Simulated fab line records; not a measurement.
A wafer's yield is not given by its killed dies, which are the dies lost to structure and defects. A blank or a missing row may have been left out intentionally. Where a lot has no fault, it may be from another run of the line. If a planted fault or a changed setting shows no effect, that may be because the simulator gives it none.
Problem report in the 8D (eight disciplines) form, filled by code ; flow gf180mcu ; the parts of the form that need people (team, actions taken, sign-off) are left out

== 1. WHAT IS WRONG ==
LVPWELL_RS at GF_VT_IMPLANT_RS_MEAS_48 reads a mean of 1244 ohm/sq on 9 wafers of 3 lots; wafers without a fault read 1198 ohm/sq with a standard deviation of 3. That puts it +15 standard deviations away from the usual mean.
The step: measures by four-point-probe.
Earliest sighting: wafer L908.1 on film metro-01 at day 8 13:48. The record has a number at this step for 39 wafers belonging to 13 lots. Rule for "out" (also "out of limits"): further than 4 standard deviations from the usual mean. The rest of the wafers with a number are treated as sound.

== 2. WHAT IT IS, WHAT IT ISN'T ==
question;is;is not
which readings at this step;LVPWELL_RS;-
which lots;L908, L909, L910;L905, L906, L907, L917, L918, L919, L924, L925, L926, L928
which wafers of those lots;all that have a number;-
read on which gauges;film metro-01, film metro-02;film metro-03
when;from day 8 13:48;"up to then (9 sound wafers); but 21 sound wafers of L917, L918, L919, L924, L925, L926, L928 came after"

== 3. SUSPECTS, AND WHAT RULES EACH OUT ==
Counting: a tool at any process step up to the reading remains a suspect when it ran all the lots that are out and ran no sound lot after the first of those.
- ruled out: the gauge at GF_VT_IMPLANT_RS_MEAS_48. 2 gauges (film metro-01, film metro-02) read the wafers that are out.
- implanter-04 at GF_LVPWELL_IMPLANT_08: ruled out as a lasting fault. After its first lot that is out, L908 (day 4 16:31), sound lots L926 ran on it.
- rtp anneal-01 at GF_VT_IMPLANT_RTA_45 (time 30 s): ruled out as a lasting fault. After its first lot that is out, L908 (day 8 13:28), sound lots L924, L926, L928 ran on it.
Left after counting: nothing in the record.

== 4. THE CAUSE (what the simulator had put in) ==
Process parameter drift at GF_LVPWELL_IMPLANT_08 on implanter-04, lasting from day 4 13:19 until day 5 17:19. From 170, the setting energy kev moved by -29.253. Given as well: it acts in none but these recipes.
The count ruled it out by mistake, since the rule takes a fault to strike every lot its tool runs from the start of the fault on, and this one did not do so.

== 5. THE EFFECT CHAIN, in route order ==
Rows list readings where the struck wafers' mean (over those with a number) sits beyond 3 standard deviations from the usual. Only readings whose record carries a usual standard deviation are examined. hours: median over the lots of the time between each lot's start at the first step of this table that gives one and its start at this step. sigmas: the change, counted in usual standard deviations.
hours;step;reading;usual;on struck wafers;change;sigmas
0;GF_LVPWELL_IMPLANT_08;beam energy keV;170.00;140.79;-29.21;-99 or more
93;GF_VT_IMPLANT_RS_MEAS_48;LVPWELL_RS;1198 ohm/sq;1244;+46;+15
Here are the process steps it includes:
- GF_LVPWELL_IMPLANT_08
At these later measuring or inspecting steps, every struck wafer for which the step has a row has a number for every such reading, and none has moved that far: GF_HV_LDD_CD_MEAS_19.

== 6. WHAT WOULD HAVE CAUGHT IT SOONER ==
The first out-of-limits reading at a measuring or inspecting step in this record came at day 8 13:48, 96 hours after the fault's start at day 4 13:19.
The tool's own readings at GF_LVPWELL_IMPLANT_08 were out on every struck wafer that the step has a row for (beam energy keV): an alarm limit on them would have fired on the first of those.
